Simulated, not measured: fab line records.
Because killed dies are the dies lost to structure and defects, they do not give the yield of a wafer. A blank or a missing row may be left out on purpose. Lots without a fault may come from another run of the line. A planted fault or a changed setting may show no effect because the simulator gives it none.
Split-lot study || flow sfq line || 23 wafers read across 5 lots, on a route 325 steps long

== ON THE SPLIT ==
At SFQ_TRILAYER_M6_DEP_SPUTTER_157 (material Nb, target thk 200 nm, time 133.3 s), the setting power w was moved away from the recipe's 2000 W on 9 of the 23 wafers read, by -11.3% to +7.0%. For the rest of the wafers, this setting stayed at what the recipe calls for.

== FROM THE SPLIT TO THE READING: what the file shows between them, 4 steps ==
- SFQ_M6_RS_MEAS_938: measures by four-point-probe
- SFQ_TRILAYER_M6_LITHO_PEB_162: peb time 60 s (also split here: peb time s)
- SFQ_TRILAYER_M6_LITHO_DEVELOP_161: time 60 s
- SFQ_TRILAYER_M6_BARC_OPEN_METAL_ETCH_206: etches BARC in O2, target depth 125 nm, time 41.7 s

== THE READING ==
oes product au, in a.u., at SFQ_TRILAYER_M6_ETCH_METAL_ETCH_162 (etches Nb in Cl2/Ar, stops on SiO2, target depth 240 nm, time 116.9 s). On this fab line, fault-free wafers typically give 0.907 a.u. with a standard deviation of 0.007 a.u.

{"wafer": "L074.1", "tool, chamber at the split": "pvd sputter-05, -", "power w as run, W": 2000, "against the recipe": "recipe", "oes product au, a.u.": 0.904, "against lot-mates on the recipe": "-"}
{"wafer": "L074.2", "tool, chamber at the split": "pvd sputter-05, -", "power w as run, W": 2000, "against the recipe": "recipe", "oes product au, a.u.": 0.911, "against lot-mates on the recipe": "-"}
{"wafer": "L074.3", "tool, chamber at the split": "pvd sputter-05, -", "power w as run, W": 2000, "against the recipe": "recipe", "oes product au, a.u.": 0.920, "against lot-mates on the recipe": "-"}
{"wafer": "L074.5", "tool, chamber at the split": "pvd sputter-05, -", "power w as run, W": 1775, "against the recipe": "-11.3%", "oes product au, a.u.": 0.851, "against lot-mates on the recipe": -0.061}
{"wafer": "L074.6", "tool, chamber at the split": "pvd sputter-05, -", "power w as run, W": 1775, "against the recipe": "-11.3%", "oes product au, a.u.": 0.846, "against lot-mates on the recipe": -0.066}
{"wafer": "L075.1", "tool, chamber at the split": "pvd sputter-04, -", "power w as run, W": 1862, "against the recipe": "-6.9%", "oes product au, a.u.": 0.870, "against lot-mates on the recipe": -0.035}
{"wafer": "L075.2", "tool, chamber at the split": "pvd sputter-04, -", "power w as run, W": 2000, "against the recipe": "recipe", "oes product au, a.u.": 0.897, "against lot-mates on the recipe": "-"}
{"wafer": "L075.3", "tool, chamber at the split": "pvd sputter-04, -", "power w as run, W": 2000, "against the recipe": "recipe", "oes product au, a.u.": 0.911, "against lot-mates on the recipe": "-"}
{"wafer": "L075.5", "tool, chamber at the split": "pvd sputter-04, -", "power w as run, W": 2000, "against the recipe": "recipe", "oes product au, a.u.": 0.908, "against lot-mates on the recipe": "-"}
{"wafer": "L075.6", "tool, chamber at the split": "pvd sputter-04, -", "power w as run, W": 1862, "against the recipe": "-6.9%", "oes product au, a.u.": 0.881, "against lot-mates on the recipe": -0.024}
{"wafer": "L078.1", "tool, chamber at the split": "pvd sputter-05, -", "power w as run, W": 2000, "against the recipe": "recipe", "oes product au, a.u.": 0.910, "against lot-mates on the recipe": "-"}
{"wafer": "L078.2", "tool, chamber at the split": "pvd sputter-05, -", "power w as run, W": 1777, "against the recipe": "-11.2%", "oes product au, a.u.": 0.866, "against lot-mates on the recipe": -0.045}
{"wafer": "L078.3", "tool, chamber at the split": "pvd sputter-05, -", "power w as run, W": 2000, "against the recipe": "recipe", "oes product au, a.u.": 0.911, "against lot-mates on the recipe": "-"}
{"wafer": "L078.4", "tool, chamber at the split": "pvd sputter-05, -", "power w as run, W": 1777, "against the recipe": "-11.2%", "oes product au, a.u.": 0.844, "against lot-mates on the recipe": -0.067}
{"wafer": "L078.5", "tool, chamber at the split": "pvd sputter-05, -", "power w as run, W": 1777, "against the recipe": "-11.2%", "oes product au, a.u.": 0.870, "against lot-mates on the recipe": -0.041}
{"wafer": "L079.2", "tool, chamber at the split": "pvd sputter-03, -", "power w as run, W": 2000, "against the recipe": "recipe", "oes product au, a.u.": 0.905, "against lot-mates on the recipe": "-"}
{"wafer": "L079.4", "tool, chamber at the split": "pvd sputter-03, -", "power w as run, W": 2000, "against the recipe": "recipe", "oes product au, a.u.": 0.902, "against lot-mates on the recipe": "-"}
{"wafer": "L079.6", "tool, chamber at the split": "pvd sputter-03, -", "power w as run, W": 2000, "against the recipe": "recipe", "oes product au, a.u.": 0.918, "against lot-mates on the recipe": "-"}
{"wafer": "L082.2", "tool, chamber at the split": "pvd sputter-04, -", "power w as run, W": 2140, "against the recipe": "+7.0%", "oes product au, a.u.": 0.951, "against lot-mates on the recipe": "+0.050"}
{"wafer": "L082.3", "tool, chamber at the split": "pvd sputter-04, -", "power w as run, W": 2000, "against the recipe": "recipe", "oes product au, a.u.": 0.900, "against lot-mates on the recipe": "-"}
{"wafer": "L082.4", "tool, chamber at the split": "pvd sputter-04, -", "power w as run, W": 2140, "against the recipe": "+7.0%", "oes product au, a.u.": 0.940, "against lot-mates on the recipe": "+0.039"}
{"wafer": "L082.5", "tool, chamber at the split": "pvd sputter-04, -", "power w as run, W": 2000, "against the recipe": "recipe", "oes product au, a.u.": 0.895, "against lot-mates on the recipe": "-"}
{"wafer": "L082.6", "tool, chamber at the split": "pvd sputter-04, -", "power w as run, W": 2000, "against the recipe": "recipe", "oes product au, a.u.": 0.907, "against lot-mates on the recipe": "-"}

THE FIT
A straight line over all 23 wafers: oes product au changes by +0.00478 a.u. for each +1% of power w; r = +0.96; the points scatter about the line by 0.0082 a.u.
The same after taking each lot's own level away (the mean of its wafers on the recipe; 23 wafers): +0.00519 a.u. for each +1%; r = +0.97; scatter 0.008 a.u.
The reading moves by 0.058 a.u. for the largest change in power w, on that fit.
From 0.9007 to 0.9117 a.u.: that is the span of the lots' own levels, equal to 1.6 times the standard deviation above.
The two slopes are in agreement: the lot-to-lot level therefore moves the slope only a little.
Check: for one of the wafers moved furthest among these (-11.3%), held out of the fit, the line's prediction against its lot-mates is -0.0558 a.u. Against them it came out at -0.0607 a.u.

== THESE WAFERS: OTHER SPLITS ==
These wafers also went through other splits before the reading. Each is held against what the fit with the lots' levels taken away leaves over:
{"other split on the same wafers": "SFQ_TRILAYER_M5_LITHO_PEB_126 peb temp c", "wafers away from the commonest value": 10, "r with oes product au (lot level and that fit taken away)": -0.08}
{"other split on the same wafers": "SFQ_TRILAYER_A5B_DEP_PECVD_129 time s", "wafers away from the commonest value": 11, "r with oes product au (lot level and that fit taken away)": -0.10}
{"other split on the same wafers": "SFQ_TRILAYER_R5_DEP_SPUTTER_133 time s", "wafers away from the commonest value": 8, "r with oes product au (lot level and that fit taken away)": -0.08}
{"other split on the same wafers": "SFQ_TRILAYER_R5_BARC_OPEN_METAL_ETCH_177 time s", "wafers away from the commonest value": 5, "r with oes product au (lot level and that fit taken away)": -0.01}
{"other split on the same wafers": "SFQ_TRILAYER_I5_LITHO_PEB_147 peb time s", "wafers away from the commonest value": 9, "r with oes product au (lot level and that fit taken away)": -0.04}
{"other split on the same wafers": "SFQ_TRILAYER_I5_BARC_OPEN_VIA_ETCH_200 bias w", "wafers away from the commonest value": 11, "r with oes product au (lot level and that fit taken away)": "+0.21"}
{"other split on the same wafers": "SFQ_TRILAYER_M6_LITHO_PEB_162 peb time s", "wafers away from the commonest value": 9, "r with oes product au (lot level and that fit taken away)": -0.15}

== THE WHOLE CHAIN: every reading that the file lists as answering this split, in the file's order ==
{"step": "SFQ_TRILAYER_M6_DEP_SPUTTER_157", "what it does": "material Nb, target thk 200 nm, time 133.3 s", "reading": "Nb_of_TRILAYER_M6_DEP_SPUTTER_157.thk nm (the simulator's own value, which no gauge read)", "change (the file's fit)": "+1.92 nm for each +1% of the setting", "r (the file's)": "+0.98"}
{"step": "SFQ_M6_RS_MEAS_938", "what it does": "measures by four-point-probe", "reading": "M6_NB_RS", "change (the file's fit)": "-0.00931 for each +1% of the setting", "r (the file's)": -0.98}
{"step": "SFQ_TRILAYER_M6_ETCH_METAL_ETCH_162", "what it does": "etches Nb in Cl2/Ar, stops on SiO2, target depth 240 nm, time 116.9 s", "reading": "oes product au", "change (the file's fit)": "+0.00517 a.u. for each +1% of the setting", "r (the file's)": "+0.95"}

== THE FILE'S OWN FIT ==
oes product au changes by +0.00517 a.u. for each +1% of power w, r = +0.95.
